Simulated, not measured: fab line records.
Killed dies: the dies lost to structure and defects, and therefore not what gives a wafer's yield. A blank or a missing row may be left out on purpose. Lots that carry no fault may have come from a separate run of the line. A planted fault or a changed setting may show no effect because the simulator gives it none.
The same fault as seen by 2 desks    flow gf180mcu    what lay behind the numbers comes last; until then each desk has only its own

== TOOL OWNER'S DESK, implanter-01 ==
GF_HV_LDD_IMPLANT_34, tool's own readings: per-lot mean of the sampled wafers with a number, covering each lot this tool ran. Marked OUT: a lot whose mean sits more than 4 standard deviations from the usual mean, which makes it out of limits; the brackets give that distance.
Columns: A = beam_on_s at GF_HV_LDD_IMPLANT_34, usual 10.00 s; B = faraday_current_uA at GF_HV_LDD_IMPLANT_34, usual 42.3
lot   first seen here  A      B
L747  day 12 05:22     10.05  42.1
L750  day 13 02:49     10.21  41.4
L753  day 14 03:26     10.05  42.2
L758  day 15 19:28     9.73   43.6
L767  day 18 14:47     9.90   42.8
L768  day 19 06:04     10.15  41.5
This desk found nothing out of limits on any of the 6 lots.

== FROM THE METROLOGY DESK ==
What the gauges read for every lot (on any tool): the sampled wafers with a number, averaged. Marked OUT: a lot whose mean sits more than 4 standard deviations from the usual mean, which makes it out of limits; the brackets give that distance.
Columns: A = HV_LDD_TW at GF_HV_LDD_TW_MEAS_11, usual 2416; B = HV_LDD_CVD_54_THK at GF_HV_LDD_THK_MEAS_55, usual 10.00 nm
lot   first seen here  A     B
L747  day 10 15:35     2414  9.80
L748  day 10 19:49     2392  9.97
L749  day 11 05:43     2418  9.88
L750  day 11 11:27     2400  10.06
L751  day 11 17:59     2415  10.03
L752  day 12 05:32     2445  10.10
L753  day 12 11:02     2398  10.22
L758  day 14 01:17     2410  9.96
L763  day 15 12:11     2444  10.10
L764  day 15 20:28     2397  9.79
L766  day 16 11:10     2444  9.77
L767  day 16 16:34     2396  9.99
L768  day 17 06:37     2437  9.99
This desk found nothing out of limits on any of the 13 lots.

== BROUGHT TOGETHER ==
The desk of the tool owner found nothing out of limits.
From the metrology desk's view, nothing was out of limits.

== WHAT THE SIMULATOR HAD INSERTED ==
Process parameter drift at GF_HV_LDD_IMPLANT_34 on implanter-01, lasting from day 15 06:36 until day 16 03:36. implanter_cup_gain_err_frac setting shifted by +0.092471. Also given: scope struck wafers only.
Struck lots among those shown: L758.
